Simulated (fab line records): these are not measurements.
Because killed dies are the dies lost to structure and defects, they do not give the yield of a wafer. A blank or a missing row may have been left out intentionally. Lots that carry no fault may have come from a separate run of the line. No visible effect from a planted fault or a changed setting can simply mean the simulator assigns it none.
A lot that was struck, set against a sound lot || flow gf180mcu || 14 steps out of a route of 602
Sound: these wafers, L874.1, L874.3, L874.6. The struck wafers were L878.1, L878.2, L878.4. Last of all comes the cause.
At each step with rows: each side's tool, then ch and its chambers, then its first start. Under that, the readings that differ: sound wafers || struck wafers || difference of the means || sigmas: that difference in standard deviations of wafers without a fault.
alike: readings with means less than 2 such deviations apart, plus words and numbers identical on both sides. not compared: withheld readings, readings lacking a value on some wafer, bounds such as >300 that could conceal the same value, and numbers that have no deviation in the record and whose values overlap.
The two part at a step that has a row with sigmas, a row that says differs or no value, or rows on one side only. Non-overlapping numbers with no deviation appear without sigmas and do not part them. A reading that every wafer of one side lacks parts them only if that side has two wafers or more.

GF_MIM_THK_MEAS_06:
  sound on film-metro-01 at day 27 11:10; struck on film-metro-02 at day 28 12:46
  alike: MIM_CVD_05_THK
GF_MIM_SPUTTER_07: material TiN, target thk 60 nm, time 50 s.
  sound on pvd-sputter-04 at day 27 11:13; struck on pvd-sputter-04 at day 28 12:50
  alike: throttle-valve-pct
GF_MIM_SPUTTER_08: material AlCu, target thk 200 nm, time 10.6 s.
  sound on pvd-sputter-04 at day 27 11:16; struck on pvd-sputter-04 at day 28 12:52
  alike: throttle-valve-pct
GF_MIM_SPUTTER_09: material TiN, target thk 35 nm, time 29.2 s.
  sound on pvd-sputter-04 at day 27 11:17; struck on pvd-sputter-04 at day 28 12:53
  alike: throttle-valve-pct
GF_MIM_RS_MEAS_10: measures by four-point-probe.
  sound on film-metro-03 at day 27 11:19; struck on film-metro-01 at day 28 12:56
  alike: MIM_ALCU_RS
GF_MIM_THK_MEAS_11: measures by xrf.
  sound on film-metro-03 at day 27 11:26; struck on film-metro-01 at day 28 13:03
  alike: MIM_ALCU_THK
then, 6 steps without rows for these wafers: GF_MIM_DEHYDRATE_12 (time 60 s); GF_MIM_HMDS_13 (prime time 60 s); GF_MIM_COAT_14 (resist thk 1000 nm); GF_MIM_SOFTBAKE_15 (time 60 s); GF_MIM_EXPOSE_16 (exposes mask FuseTop, target cd 2000 nm); GF_MIM_PEB_17.
GF_MIM_DEVELOP_18: develop time 60 s.
  struck on litho-track-01, day 29 07:40; sound on litho-track-02 ch 0, day 28 06:47
  no value came back on the struck wafers for chill-plate-temp-C (C), develop-time-s (s), resist-line-temp-C (C); on the sound wafers chill-plate-temp-C (C) reads 23.07 23.10 22.90
GF_MIM_METAL_ETCH_19: etches the open film in Cl2/BCl3, stops on Si3N4, target depth 324.5 nm, time 54.1 s.
  sound on rie-metal-04 ch 0, day 28 06:56; struck on rie-metal-01 ch 0,1, day 29 07:49
  alike: drypump-motor-current-A, oes-product-au, throttle-valve-pct
  not compared: rf-hours-counter-h

## WHERE THEY PART
GF_MIM_DEVELOP_18 only, going by this record. Later steps at which nothing parts them and some readings are alike: GF_MIM_METAL_ETCH_19.

WHY: whatever the simulator had introduced
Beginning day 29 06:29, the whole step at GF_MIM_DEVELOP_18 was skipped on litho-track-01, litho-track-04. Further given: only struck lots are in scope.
